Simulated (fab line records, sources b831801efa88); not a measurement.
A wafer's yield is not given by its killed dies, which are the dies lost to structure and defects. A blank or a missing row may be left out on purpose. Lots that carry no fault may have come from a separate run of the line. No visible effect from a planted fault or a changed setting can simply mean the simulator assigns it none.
Split-lot trial | flow gf180mcu | 23 wafers read across 5 lots, on a route 602 steps long

== ABOUT THE SPLIT ==
At GF_PASSIVATION_COAT_06 (resist thk 4000 nm), the setting resist-thk-nm was moved away from the recipe's 4000 nm on 5 of the 23 wafers read, by +2.4% to +4.4%. All remaining wafers had this setting at the recipe value.

== FROM THE SPLIT TO THE READING: what the file shows between them, 4 steps ==
- GF_PASSIVATION_SOFTBAKE_07
- GF_PASSIVATION_EXPOSE_08: exposes mask Pad, target cd 40000 nm
- GF_PASSIVATION_PEB_09
- GF_PASSIVATION_DEVELOP_10: develop time 60 s

== THE READING ==
coat_of_PASSIVATION_COAT_06.thk-nm (the simulator's own value, which no gauge read), in nm, at GF_PASSIVATION_ETCH_11 (etches the open film in CF4/O2, stops on TiN, target depth 1800 nm, time 400 s). No usual value for it is given in the file. Across the 18 wafers here that went through the recipe, the average is 2821 nm and the standard deviation 22 nm.

wafer  | tool, chamber at the split | resist-thk-nm as run, nm | against the recipe | coat_of_PASSIVATION_COAT_06.thk-nm, nm | against lot-mates on the recipe
L075.2 | litho-track-04, 0          | 4000                     | recipe             | 2808                                   | -
L075.3 | litho-track-04, 0          | 4176                     | +4.4%              | 2979                                   | +174
L075.4 | litho-track-04, 0          | 4176                     | +4.4%              | 2980                                   | +176
L075.5 | litho-track-04, 0          | 4000                     | recipe             | 2801                                   | -
L075.6 | litho-track-04, 0          | 4176                     | +4.4%              | 2974                                   | +170
L078.1 | litho-track-03, 0          | 4000                     | recipe             | 2806                                   | -
L078.2 | litho-track-03, 0          | 4000                     | recipe             | 2845                                   | -
L078.3 | litho-track-03, 0          | 4000                     | recipe             | 2803                                   | -
L078.5 | litho-track-03, 0          | 4000                     | recipe             | 2831                                   | -
L078.6 | litho-track-03, 0          | 4000                     | recipe             | 2810                                   | -
L079.1 | litho-track-04, 0          | 4094                     | +2.4%              | 2932                                   | +135
L079.2 | litho-track-04, 0          | 4000                     | recipe             | 2812                                   | -
L079.3 | litho-track-04, 0          | 4000                     | recipe             | 2789                                   | -
L079.5 | litho-track-04, 0          | 4000                     | recipe             | 2790                                   | -
L079.6 | litho-track-04, 0          | 4094                     | +2.4%              | 2916                                   | +119
L080.2 | litho-track-02, 0          | 4000                     | recipe             | 2817                                   | -
L080.5 | litho-track-02, 0          | 4000                     | recipe             | 2837                                   | -
L080.6 | litho-track-02, 0          | 4000                     | recipe             | 2816                                   | -
L083.1 | litho-track-04, 0          | 4000                     | recipe             | 2834                                   | -
L083.2 | litho-track-04, 0          | 4000                     | recipe             | 2832                                   | -
L083.3 | litho-track-04, 0          | 4000                     | recipe             | 2877                                   | -
L083.4 | litho-track-04, 0          | 4000                     | recipe             | 2856                                   | -
L083.5 | litho-track-04, 0          | 4000                     | recipe             | 2820                                   | -

THE FIT
A straight line over all 23 wafers: coat_of_PASSIVATION_COAT_06.thk-nm changes by +36.6 nm for each +1% of resist-thk-nm; r = +0.94; the points scatter about the line by 21 nm.
The same after taking each lot's own level away (the mean of its wafers on the recipe; 23 wafers): +41.3 nm for each +1%; r = +0.97; scatter 17 nm.
On that fit, the largest move of resist-thk-nm shifts the reading by 1.8e+02 nm.
From 2797.0 to 2843.8 nm: that is the span of the lots' own levels, equal to 2.1 times the standard deviation above.
Thus the slope moves with the lot-to-lot level: the two fits are different.
Check: for one of the wafers moved furthest among these (+4.4%), held out of the fit, the line's prediction against its lot-mates is +187 nm. Against them it came out at +174 nm.

== OTHER SPLITS APPLIED TO THESE WAFERS ==
Note: prior to the reading, these wafers also went through further splits. Each is held against what the fit with the lots' levels taken away leaves over:
other split on the same wafers    | wafers away from the commonest value | r with coat_of_PASSIVATION_COAT_06.thk-nm (lot level and that fit taken away)
GF_TOP_METAL_METAL_ETCH_16 time-s | 10                                   | -0.04

== THE WHOLE CHAIN: every reading that the file lists as answering this split, in the file's order ==
step                    | what it does                                                                   | reading                                                                             | change (the file's fit)              | r (the file's)
GF_PASSIVATION_COAT_06  | resist thk 4000 nm                                                             | coat_of_PASSIVATION_COAT_06.thk-nm (the simulator's own value, which no gauge read) | +39.8 nm for each +1% of the setting | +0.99
GF_PASSIVATION_ETCH_11  | etches the open film in CF4/O2, stops on TiN, target depth 1800 nm, time 400 s | coat_of_PASSIVATION_COAT_06.thk-nm (the simulator's own value, which no gauge read) | +42.5 nm for each +1% of the setting | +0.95
GF_PASSIVATION_STRIP_12 | strips in O2/N2                                                                | strip-time-to-endpoint-s                                                            | withheld for each +1% of the setting | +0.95

== THE FILE'S OWN FIT ==
coat_of_PASSIVATION_COAT_06.thk-nm changes by +42.5 nm for each +1% of resist-thk-nm, r = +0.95.
